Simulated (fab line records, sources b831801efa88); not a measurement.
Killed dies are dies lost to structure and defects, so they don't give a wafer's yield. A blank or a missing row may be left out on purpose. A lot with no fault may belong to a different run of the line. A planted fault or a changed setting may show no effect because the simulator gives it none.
A struck lot beside a sound one || flow sky130 || 31 steps out of a route of 708
Sound: wafers L174.2, L174.4, L174.5. Struck: wafer L185.1 (left out: L185.2, L185.4 of the same lot, which were not struck); the cause appears at the end.
Per side, at each step with rows, come the tool, then ch with its chambers, and then its first start. Under that, the readings that differ: sound wafers || struck wafers || difference of the means || sigmas: that difference in standard deviations of wafers without a fault.
alike: readings with means less than 2 such deviations apart, plus words and numbers identical on both sides. not compared: withheld readings, readings lacking a value on some wafer, bounds such as >300 that could conceal the same value, and numbers that have no deviation in the record and whose values overlap.
The two part at a step that has a row with sigmas, a row that says differs or no value, or rows on one side only. Numbers that don't overlap but have no deviation are shown without sigmas and don't part them. A reading that every wafer of one side lacks parts them only if that side has two wafers or more.

first, 5 steps without rows for these wafers: SKY_CONTACT_STRIP_20 (strips in post etch residue remover, time 1200 s); SKY_CONTACT_CLEAN_21 (cleans in IPA, time 180 s); SKY_CONTACT_CLEAN_22 (cleans in O3/DIW); SKY_CONTACT_SPUTTER_23 (material TiN, target thk 20 nm, time 80 s); SKY_CONTACT_CVD_24 (deposits W, target thk 340 nm, time 102.12 s).
SKY_CONTACT_RS_MEAS_25: a four-point-probe measurement.
  sound on film metro-03, day 31 18:32; struck on film metro-04, day 35 04:43
  alike: CONTACT_W_RS
SKY_CONTACT_THK_MEAS_26: measures by xrf.
  sound on film metro-03, day 31 18:39; struck on film metro-04, day 35 04:50
  alike: CONTACT_W_THK
SKY_CONTACT_CMP_27: polishes, stops on SiO2, t overpolish 15 s, target thk 0 nm.
  sound on cmp-02 ch 1,2,3, day 31 18:49; struck on cmp-02 ch 3, day 35 04:53
  alike: motor current A, overpolish run s, time to endpoint s
SKY_METAL1_SPUTTER_00: material Ti, target thk 15 nm, time 10 s.
  sound on pvd sputter-03, day 31 19:07; struck on pvd sputter-02, day 35 05:11
  alike: throttle valve pct
then, 2 steps without rows for these wafers: SKY_METAL1_SPUTTER_01 (material TiN, target thk 20 nm, time 16.7 s); SKY_METAL1_SPUTTER_02 (material AlCu, target thk 250 nm, time 13.3 s).
SKY_METAL1_SPUTTER_03: material Ti, target thk 5 nm, time 3.3 s.
  sound on pvd sputter-03, day 31 19:11; struck on pvd sputter-02, day 35 05:16
  alike: throttle valve pct
SKY_METAL1_SPUTTER_04: material TiN, target thk 70 nm, time 58.3 s.
  sound on pvd sputter-03, day 31 19:13; struck on pvd sputter-02, day 35 05:17
{"reading": "model.TiN_of_METAL1_SPUTTER_04.thk nm (nm)", "sound": "69.93 69.67 69.16", "struck": 132.2, "difference": "+62.6", "sigmas": ""}
  alike: throttle valve pct
SKY_METAL1_RS_MEAS_05: a four-point-probe measurement.
  sound on film metro-03, day 31 19:17; struck on film metro-01, day 35 05:37
  alike: METAL1_ALCU_RS
  not compared: hold
SKY_METAL1_THK_MEAS_06: measures by xrf.
  sound on film metro-03, day 31 19:23; struck on film metro-01, day 35 08:24
{"reading": "METAL1_ALCU_THK (nm)", "sound": "251 247 251", "struck": 219, "difference": -31, "sigmas": -10}
  not compared: hold
then, 7 steps without rows for these wafers: SKY_METAL1_HMDS_08 (prime time 60 s); SKY_METAL1_COAT_09 (resist thk 60 nm); SKY_METAL1_COAT_10 (resist thk 450 nm); SKY_METAL1_SOFTBAKE_11 (time 90 s); SKY_METAL1_EXPOSE_12 (exposes mask MM1, target cd 140 nm); SKY_METAL1_PEB_13; SKY_METAL1_DEVELOP_14 (develop time 60 s).
SKY_METAL1_CD_MEAS_15: target cd 140 nm.
  sound on cd sem-02, day 32 22:04; struck on cd sem-01, day 36 08:55
  alike: cd nm
SKY_METAL1_OVL_MEAS_16:
  sound on overlay-01, day 32 22:10; struck on overlay-01, day 36 09:02
{"reading": "METAL1_OVL (nm)", "sound": "-12 -8 -10", "struck": 3, "difference": "+13", "sigmas": "+2"}
SKY_METAL1_DESCUM_17: chemistry O2, time 8 s.
  sound on rie metal-02 ch 0, day 32 22:12; struck on rie metal-04 ch 0, day 36 09:04
{"reading": "oes product au (a.u.)", "sound": "1.010 1.008 1.001", "struck": 0.973, "difference": -0.033, "sigmas": -4}
  alike: drypump motor current A
  not compared: rf hours counter h
then, 1 step without rows for these wafers: SKY_METAL1_ETCH_18 (etches BARC in N2/H2, stops on SiO2, time 45.9 s, target depth 60 nm).
SKY_METAL1_METAL_ETCH_19: etches the open film in Cl2/BCl3, stops on SiO2, target depth 360 nm, time 78 s.
  sound on rie metal-02 ch 0, day 32 22:17; struck on rie metal-04 ch 0, day 36 09:10
{"reading": "oes product au (a.u.)", "sound": "0.862 0.851 0.857", "struck": 0.892, "difference": "+0.035", "sigmas": "+6"}
  alike: drypump motor current A, mfc cl2 sccm, throttle valve pct
  not compared: rf hours counter h
SKY_METAL1_STRIP_20: strips in O2/N2.
  sound on plasma asher-02 ch 0,1, day 32 22:23; struck on plasma asher-03 ch 1, day 36 09:15
{"reading": "strip time to endpoint s (s)", "sound": "2.70 2.69 2.68", "struck": 2.81, "difference": "+0.12", "sigmas": "+3"}
  alike: drypump motor current A, oes product au
  not compared: rf hours counter h
SKY_METAL1_STRIP_21: strips in post etch residue remover, time 1200 s.
  sound on wet bench-02 ch 2, day 32 22:29; struck on wet bench-01 ch 0, day 36 09:21
{"reading": "model.TiN_of_METAL1_SPUTTER_04.thk nm (nm)", "sound": "69.51 69.25 68.75", "struck": 131.8, "difference": "+62.6", "sigmas": ""}
then, 1 step without rows for these wafers: SKY_METAL1_CLEAN_22 (cleans in IPA, time 180 s).
-- the record jumps here: 12 days lie between the struck wafers' starts before and after (it left off in module METAL1 and takes up again in module PAD_OPEN, whose first step shown is number 708 of the route) --
SKY_PAD_OPEN_PROBE_99:
  sound on prober-02, day 45 22:32; struck on prober-01, day 48 12:40
{"reading": "model.etest.via1 chain.rc ohm", "sound": "15.5 15.83 16.82", "struck": 20.21, "difference": "+4.16", "sigmas": ""}
  alike: defect limited yield, killed_at_M0_to_M3, killed_at_M4_up, killed at contacts, killed at front end, killed at other, killed dies, killed open, killed short, sort_bin_3_pad_short, sort_bin_5_function, sort_bin_6_memory, sort n pass, sort yield pct

## WHERE THEY PART
At SKY_METAL1_THK_MEAS_06 first; at SKY_METAL1_STRIP_20 last (within this record only). Later steps at which nothing parts them and some readings are alike: SKY_PAD_OPEN_PROBE_99.

WHY: whatever the simulator had introduced
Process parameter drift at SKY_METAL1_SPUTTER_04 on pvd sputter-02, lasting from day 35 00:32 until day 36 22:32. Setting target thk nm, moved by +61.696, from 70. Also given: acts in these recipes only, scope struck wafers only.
